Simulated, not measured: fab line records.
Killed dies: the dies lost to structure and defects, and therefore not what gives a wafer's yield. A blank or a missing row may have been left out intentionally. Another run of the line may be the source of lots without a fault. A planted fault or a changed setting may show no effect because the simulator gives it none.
A lot that was struck, set against a sound lot + flow sky130 + 17 steps out of a route of 708
Sound: wafers L953.1, L953.4, L953.5. Wafers L972.2, L972.3, L972.4 were the ones struck. The cause is given at the end.
Per side, at each step with rows, come the tool, then ch with its chambers, and then its first start. Under that, the readings that differ: sound wafers + struck wafers + difference of the means + sigmas: that difference in standard deviations of wafers without a fault.
alike: same words and numbers on both sides, and readings whose means sit less than 2 such deviations apart. not compared: any withheld reading, any reading some wafer has no value for, any bound like >300 that may hide the same value, and any number with overlapping values for which the record gives no deviation.
The two part at a step that has a row with sigmas, a row that says differs or no value, or rows on one side only. Non-overlapping numbers with no deviation appear without sigmas and do not part them. A reading missing from all wafers of one side parts the sides only when that side holds two or more wafers.

first, 1 step without rows for these wafers: SKY_LDD_N_IMPLANT_15.
SKY_LDD_N_STRIP_16: strips in O2/N2.
  sound on plasma asher-04 ch 0,1, day 18 02:30; struck on plasma asher-04 ch 0,1, day 24 15:26
| reading                      | sound             | struck            | difference | sigmas |
|------------------------------|-------------------|-------------------|------------|--------|
| strip time to endpoint s (s) | 4.321 4.361 4.345 | 4.297 4.307 4.299 | -0.041     | -3     |
  alike: drypump motor current A, oes product au
  not compared: rf hours counter h
SKY_LDD_N_TW_MEAS_17:
  sound on film metro-02, day 18 02:36; struck on film metro-04, day 24 15:32
  alike: LDD_N_TW
then, 7 steps without rows for these wafers: SKY_LDD_P_DEHYDRATE_00 (time 60 s); SKY_LDD_P_HMDS_01 (prime time 60 s); SKY_LDD_P_COAT_02 (resist thk 1140 nm); SKY_LDD_P_SOFTBAKE_03 (time 60 s); SKY_LDD_P_EXPOSE_04 (exposes mask PSDM, target cd 380 nm); SKY_LDD_P_PEB_05; SKY_LDD_P_DEVELOP_06 (develop time 60 s).
SKY_LDD_P_CD_MEAS_07: target cd 380 nm.
  sound on cd sem-01, day 19 08:19; struck on cd sem-01, day 25 21:17
  alike: cd nm
SKY_LDD_P_OVL_MEAS_08:
  sound on overlay-02, day 19 08:26; struck on overlay-02, day 25 21:23
  alike: LDD_P_OVL
SKY_LDD_P_IMPLANT_09:
  sound on implanter-03 ch 0, day 19 08:28; struck on implanter-01 ch 0, day 25 21:27
| reading            | sound                      | struck                   | difference | sigmas      |
|--------------------|----------------------------|--------------------------|------------|-------------|
| dose ions cm2      | 1.0018e+13 1e+13 9.999e+12 | 9.96e+11 9.9e+11 9.8e+11 | -9.02e+12  | -99 or more |
| faraday current uA | 55.7 56.5 55.9             | 5.6 5.7 5.8              | -50.3      | -46         |
  alike: beam on s
SKY_LDD_P_STRIP_10: strips in O2/N2.
  sound on plasma asher-03 ch 0,1, day 19 08:37; struck on plasma asher-03 ch 0,1, day 25 21:34
  alike: drypump motor current A, oes product au, strip time to endpoint s
  not compared: rf hours counter h
SKY_LDD_P_TW_MEAS_11:
  sound on film metro-02, day 19 08:43; struck on film metro-04, day 25 21:41
| reading  | sound       | struck      | difference | sigmas |
|----------|-------------|-------------|------------|--------|
| LDD_P_TW | 639 643 642 | 316 313 315 | -327       | -59    |
then, 1 step without rows for these wafers: SKY_LDD_HVN_DEHYDRATE_00 (time 60 s).
-- a jump in the record: the struck wafers' starts before and after are 24 days apart (it breaks off in module LDD_HVN and resumes in module PAD_OPEN, where the first step shown is number 708 of the route) --
SKY_PAD_OPEN_PROBE_99:
  sound on prober-02, day 46 01:18; struck on prober-01, day 50 04:47
| reading                                 | sound             | struck                       | difference | sigmas |
|-----------------------------------------|-------------------|------------------------------|------------|--------|
| model.etest.tip p.rs ohm sq             | 6874 6858 6918    | 5.42e+04 5.471e+04 5.461e+04 | +4.76e+04  |        |
| model.etest.tip p.rs ohm sq range       | 177.8 167.8 116.7 | 2382 2691 2955               | +2522      |        |
| model.etest.pfet_01v8.r on ohm um       | 2962 2926 2938    | 3076 3064 3096               | +137       |        |
| model.etest.pfet_01v8.drive ua um       | 185.5 188.7 190.5 | 177.1 177.5 176.7            | -11.1      |        |
| model.etest.pfet_01v8_hvt.drive ua um   | 138.9 140.6 141.9 | 130.9 132.7 130.2            | -9.2       |        |
| model.etest.sram pfet latch.drive ua um | 133.6 136.6 138.2 | 129.1 131.7 130.3            | -5.8       |        |
| model.etest.pfet_01v8_mvt.drive ua um   | 149.4 149.4 150.5 | 145.9 147 146                | -3.5       |        |
  alike: killed_at_M0_to_M3, killed_at_M4_up, killed at contacts, killed at front end, killed at other, killed dies, killed open, killed short
  not compared: model.etest.tip p.rs ohm sq rim less centre

## WHERE THEY PART
At SKY_LDD_N_STRIP_16 first; at SKY_LDD_P_TW_MEAS_11 last (within this record only). Later steps at which nothing parts them and some readings are alike: SKY_PAD_OPEN_PROBE_99.

WHY: the cause the simulator had injected
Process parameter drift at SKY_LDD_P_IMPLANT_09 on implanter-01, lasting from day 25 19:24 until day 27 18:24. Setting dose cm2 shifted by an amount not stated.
